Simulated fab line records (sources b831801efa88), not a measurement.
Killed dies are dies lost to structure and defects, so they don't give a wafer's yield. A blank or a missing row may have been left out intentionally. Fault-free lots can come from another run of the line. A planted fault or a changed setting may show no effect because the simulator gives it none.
Which tool is to blame? + flow sky130 + 24 lots, 72 wafers sampled, at 5 steps of a route of 708

## WHAT THE GAUGES READ, wafer by wafer
SKY_FIELD_ISO_BOW_MEAS_00. Usual: INCOMING_BOW typically reads -1 um, with standard deviation 6.1.
| lot  | measured    | on            | INCOMING_BOW (um) | flag |
|------|-------------|---------------|-------------------|------|
| L074 | day 1 10:00 | film metro-04 | 12 7 -4           |      |
| L075 | day 1 15:02 | film metro-02 | 2 0 -2            |      |
| L076 | day 1 20:00 | film metro-04 | -2 0 5            |      |
| L077 | day 2 01:01 | film metro-04 | 7 -3 -6           |      |
| L078 | day 2 06:01 | film metro-02 | -3 -3 4           |      |
| L079 | day 2 11:04 | film metro-03 | 14 -14 -7         |      |
| L080 | day 2 16:02 | film metro-03 | 5 -17 0           |      |
| L081 | day 2 21:01 | film metro-03 | -4 7 8            |      |
| L082 | day 3 02:01 | film metro-03 | -5 -1 5           |      |
| L083 | day 3 07:00 | film metro-04 | -6 -6 -8          |      |
| L084 | day 3 12:01 | film metro-03 | 2 4 -7            |      |
| L085 | day 3 17:02 | film metro-04 | -1 -5 -5          |      |
| L086 | day 3 22:01 | film metro-04 | 5 8 5             |      |
| L087 | day 4 03:00 | film metro-03 | 5 -4 -4           |      |
| L088 | day 4 08:00 | film metro-03 | -2 -4 -5          |      |
| L089 | day 4 13:04 | film metro-02 | -5 -8 3           |      |
| L090 | day 4 18:00 | film metro-03 | 9 -3 7            |      |
| L091 | day 4 23:04 | film metro-02 | -6 7 0            |      |
| L092 | day 5 04:04 | film metro-02 | 3 -13 -2          |      |
| L093 | day 5 09:02 | film metro-04 | -12 2 -6          |      |
| L094 | day 5 14:01 | film metro-04 | -15 6 -1          |      |
| L095 | day 5 19:00 | film metro-04 | 3 6 -6            |      |
| L096 | day 6 00:00 | film metro-04 | -9 2 -14          |      |
| L097 | day 6 05:02 | film metro-03 | 6 -5 -3           |      |

SKY_VT_ADJUST_LVTN_TW_MEAS_10. Usual: VT_ADJUST_LVTN_TW typically reads 241.8, with standard deviation 1.2.
| lot  | measured     | on            | VT_ADJUST_LVTN_TW | flag |
|------|--------------|---------------|-------------------|------|
| L074 | day 6 21:52  | film metro-03 | 240.1 240.4 239.6 |      |
| L075 | day 6 22:10  | film metro-01 | 240.5 242.0 242.3 |      |
| L076 | day 7 13:29  | film metro-04 | 242.3 242.6 242.4 |      |
| L077 | day 7 15:29  | film metro-03 | 242.1 241.1 242.1 |      |
| L078 | day 8 02:47  | film metro-04 | 243.4 242.3 242.9 |      |
| L079 | day 8 15:26  | film metro-01 | 240.3 240.5 239.7 |      |
| L080 | day 8 16:29  | film metro-03 | 239.5 240.4 239.4 |      |
| L081 | day 9 01:08  | film metro-04 | 242.9 240.2 242.9 |      |
| L082 | day 9 03:56  | film metro-03 | 240.2 240.9 240.3 |      |
| L083 | day 9 05:57  | film metro-04 | 242.5 241.5 241.9 |      |
| L084 | day 9 17:47  | film metro-04 | 241.1 240.8 241.7 |      |
| L085 | day 10 01:05 | film metro-04 | 242.1 243.9 242.1 |      |
| L086 | day 10 05:38 | film metro-01 | 243.0 243.9 242.4 |      |
| L087 | day 10 14:26 | film metro-04 | 243.1 242.5 243.2 |      |
| L088 | day 11 04:03 | film metro-04 | 242.2 242.6 242.0 |      |
| L089 | day 11 03:54 | film metro-01 | 242.2 242.4 243.4 |      |
| L090 | day 11 10:08 | film metro-04 | 241.4 243.1 242.3 |      |
| L091 | day 11 15:40 | film metro-04 | 241.6 242.3 241.9 |      |
| L092 | day 11 16:47 | film metro-04 | 242.4 243.5 243.0 |      |
| L093 | day 12 05:28 | film metro-03 | 238.8 239.9 239.3 |      |
| L094 | day 12 12:53 | film metro-04 | 243.1 242.6 242.6 |      |
| L095 | day 12 14:47 | film metro-03 | 241.3 241.2 241.6 |      |
| L096 | day 12 19:35 | film metro-01 | 241.3 241.7 241.9 |      |
| L097 | day 13 07:39 | film metro-01 | 241.2 241.9 240.0 |      |

SKY_VIA2_BOW_MEAS_03. Usual: VIA2_BOW typically reads 84 um, with standard deviation 7.
| lot  | measured     | on            | VIA2_BOW (um) | flag |
|------|--------------|---------------|---------------|------|
| L074 | day 34 21:47 | film metro-03 | 95 91 79      |      |
| L075 | day 34 20:32 | film metro-02 | 87 85 83      |      |
| L076 | day 35 16:23 | film metro-03 | 87 88 92      |      |
| L077 | day 35 20:56 | film metro-02 | 87 74 71      |      |
| L078 | day 36 14:24 | film metro-02 | 85 86 91      |      |
| L079 | day 37 10:47 | film metro-02 | 99 70 79      |      |
| L080 | day 37 09:19 | film metro-04 | 92 70 88      |      |
| L081 | day 37 17:15 | film metro-03 | 81 95 93      |      |
| L082 | day 37 19:34 | film metro-03 | 78 81 89      |      |
| L083 | day 38 00:57 | film metro-03 | 81 80 78      |      |
| L084 | day 38 04:46 | film metro-03 | 83 85 72      |      |
| L085 | day 38 21:01 | film metro-04 | 85 78 78      |      |
| L086 | day 39 01:28 | film metro-04 | 90 92 90      |      |
| L087 | day 39 11:46 | film metro-03 | 93 83 85      |      |
| L088 | day 39 18:15 | film metro-03 | 82 80 80      |      |
| L089 | day 39 20:15 | film metro-03 | 81 77 90      |      |
| L090 | day 40 06:48 | film metro-03 | 98 87 95      |      |
| L091 | day 40 08:56 | film metro-03 | 83 96 89      |      |
| L092 | day 40 12:08 | film metro-03 | 89 72 83      |      |
| L093 | day 40 21:39 | film metro-04 | 74 89 79      |      |
| L094 | day 41 06:32 | film metro-03 | 71 94 86      |      |
| L095 | day 41 07:40 | film metro-02 | 95 97 86      |      |
| L096 | day 41 11:34 | film metro-04 | 72 84 67      |      |
| L097 | day 41 19:46 | film metro-03 | 84 74 77      |      |

SKY_CAP2M_RS_MEAS_03: measures by four-point-probe. Usual: CAP2M_TIN_RS typically reads 6.87 ohm/sq, with standard deviation 0.073.
| lot  | measured     | on            | CAP2M_TIN_RS (ohm/sq) | flag |
|------|--------------|---------------|-----------------------|------|
| L074 | day 39 10:53 | film metro-04 | 6.89 6.87 6.90        |      |
| L075 | day 39 09:43 | film metro-01 | 6.77 6.85 6.78        |      |
| L076 | day 40 02:17 | film metro-03 | 6.81 6.96 6.82        |      |
| L077 | day 40 08:44 | film metro-04 | 7.01 7.05 7.00        |      |
| L078 | day 40 22:35 | film metro-03 | 6.87 6.78 6.83        |      |
| L079 | day 41 18:47 | film metro-04 | 6.89 6.89 6.90        |      |
| L080 | day 41 17:49 | film metro-01 | 6.93 6.83 6.89        |      |
| L081 | day 42 01:18 | film metro-03 | 7.05 6.95 6.95        |      |
| L082 | day 42 03:13 | film metro-03 | 6.97 6.94 6.94        |      |
| L083 | day 42 08:17 | film metro-04 | 7.01 7.02 6.95        |      |
| L084 | day 42 12:59 | film metro-03 | 6.97 6.92 6.95        |      |
| L085 | day 43 03:08 | film metro-04 | 6.94 6.87 6.88        |      |
| L086 | day 43 09:16 | film metro-04 | 6.81 6.87 6.80        |      |
| L087 | day 43 18:26 | film metro-03 | 6.73 6.82 6.87        |      |
| L088 | day 43 21:35 | film metro-04 | 6.86 6.84 6.82        |      |
| L089 | day 43 23:13 | film metro-01 | 6.87 6.90 6.83        |      |
| L090 | day 44 11:14 | film metro-03 | 6.81 6.80 6.81        |      |
| L091 | day 44 12:07 | film metro-03 | 6.80 6.90 6.91        |      |
| L092 | day 44 15:22 | film metro-04 | 6.85 6.93 6.87        |      |
| L093 | day 44 21:53 | film metro-03 | 6.93 6.89 6.92        |      |
| L094 | day 45 07:27 | film metro-03 | 6.82 6.84 6.73        |      |
| L095 | day 45 08:20 | film metro-03 | 6.88 6.80 6.76        |      |
| L096 | day 45 11:05 | film metro-04 | 6.84 6.79 6.70        |      |
| L097 | day 45 17:32 | film metro-01 | 6.71 6.78 6.78        |      |

## WHAT TOOL EACH LOT RAN ON (gives the tool, then ch and the chambers of the sampled wafers, and finally the start)
| lot  | SKY_POLY_CUT_ETCH_10               |
|------|------------------------------------|
| L074 | rie diel-03 ch 0,2,3, day 24 04:38 |
| L075 | rie diel-01 ch 0,2,3, day 24 03:27 |
| L076 | rie diel-03 ch 1,2,3, day 25 00:33 |
| L077 | rie diel-03 ch 0,2, day 25 04:51   |
| L078 | rie diel-03 ch 0,1,3, day 25 23:36 |
| L079 | rie diel-04 ch 0,3, day 27 02:48   |
| L080 | rie diel-03 ch 0,2,3, day 27 01:03 |
| L081 | rie diel-03 ch 0,2, day 27 06:51   |
| L082 | rie diel-01 ch 0,2,3, day 27 10:54 |
| L083 | rie diel-04 ch 0,1,2, day 27 16:15 |
| L084 | rie diel-04 ch 1,2, day 27 21:35   |
| L085 | rie diel-01 ch 1,2, day 28 15:30   |
| L086 | rie diel-04 ch 0,1,2, day 28 17:02 |
| L087 | rie diel-04 ch 0,2,3, day 29 07:00 |
| L088 | rie diel-04 ch 1,3, day 29 14:44   |
| L089 | rie diel-01 ch 1,2, day 29 16:57   |
| L090 | rie diel-04 ch 0,2,3, day 30 02:39 |
| L091 | rie diel-03 ch 1,2,3, day 30 04:35 |
| L092 | rie diel-01 ch 0,1,2, day 30 08:21 |
| L093 | rie diel-01 ch 0,1,2, day 30 20:09 |
| L094 | rie diel-04 ch 0,1,2, day 31 04:29 |
| L095 | rie diel-03 ch 1,2,3, day 31 04:33 |
| L096 | rie diel-04 ch 0,2,3, day 31 10:56 |
| L097 | rie diel-03 ch 0,3, day 32 00:48   |
- SKY_POLY_CUT_ETCH_10: etches BARC in N2/H2, stops on SiO2, time 45.9 s, target depth 60 nm.

## WHAT THE TOOLS THEMSELVES READ (means of the sampled wafers that have a number; where no wafer has one, the mark that the record gives instead)
SKY_POLY_CUT_ETCH_10. Usual: bias w 100.00 W, standard deviation 0.28; drypump motor current A 5.7 A, standard deviation 0.48; oes product au 0.854 a.u., standard deviation 0.0049; throttle valve pct 13.225 %, standard deviation 0.0083.
| lot  | tool        | bias w (W) | drypump motor current A (A) | oes product au (a.u.) | throttle valve pct (%) | flag |
|------|-------------|------------|-----------------------------|-----------------------|------------------------|------|
| L074 | rie diel-03 | 99.73      | 5.4                         | 0.857                 | 13.221                 |      |
| L075 | rie diel-01 | 99.93      | 6.1                         | 0.854                 | 13.227                 |      |
| L076 | rie diel-03 | 99.86      | 5.3                         | 0.852                 | 13.224                 |      |
| L077 | rie diel-03 | 99.89      | 5.5                         | 0.851                 | 13.218                 |      |
| L078 | rie diel-03 | 100.05     | 5.1                         | 0.857                 | 13.227                 |      |
| L079 | rie diel-04 | 100.02     | 6.0                         | 0.853                 | 13.226                 |      |
| L080 | rie diel-03 | 99.90      | 5.3                         | 0.851                 | 13.232                 |      |
| L081 | rie diel-03 | 100.13     | 5.5                         | 0.856                 | 13.236                 |      |
| L082 | rie diel-01 | 100.01     | 6.1                         | 0.860                 | 13.222                 |      |
| L083 | rie diel-04 | 100.38     | 6.1                         | 0.853                 | 13.227                 |      |
| L084 | rie diel-04 | 100.03     | 6.1                         | 0.849                 | 13.219                 |      |
| L085 | rie diel-01 | 99.97      | 5.5                         | 0.857                 | 13.223                 |      |
| L086 | rie diel-04 | 99.75      | 6.1                         | 0.857                 | 13.223                 |      |
| L087 | rie diel-04 | 100.07     | 6.2                         | 0.848                 | 13.220                 |      |
| L088 | rie diel-04 | 99.99      | 5.8                         | 0.851                 | 13.222                 |      |
| L089 | rie diel-01 | 100.00     | 5.8                         | 0.856                 | 13.233                 |      |
| L090 | rie diel-04 | 100.05     | 6.1                         | 0.847                 | 13.228                 |      |
| L091 | rie diel-03 | 99.78      | 5.3                         | 0.858                 | 13.220                 |      |
| L092 | rie diel-01 | 100.28     | 5.9                         | 0.851                 | 13.222                 |      |
| L093 | rie diel-01 | 100.14     | 5.9                         | 0.856                 | 13.221                 |      |
| L094 | rie diel-04 | 100.23     | 6.1                         | 0.854                 | 13.217                 |      |
| L095 | rie diel-03 | 99.66      | 5.3                         | 0.852                 | 13.223                 |      |
| L096 | rie diel-04 | 100.10     | 6.2                         | 0.854                 | 13.226                 |      |
| L097 | rie diel-03 | 100.11     | 5.2                         | 0.855                 | 13.219                 |      |

## THE ANSWER, worked out from the rows above alone
Rule: take the mean of a lot's wafers that have a number; if it is more than 3 standard deviations from the usual mean, the lot is off. Also off: a lot with no number at a reading for which 4 or more lots have one. All remaining lots with rows at the step are treated as sound. After the gauges, taken in route order, come the tools' own readings; for these a lot's mean is taken, as printed above. At the first step where some lot is off, the reading lying furthest off is the one used; lots without a number count as furthest.
Nothing can be told from this: no lot is off at any reading shown.

## WHAT THE SIMULATOR PUT IN
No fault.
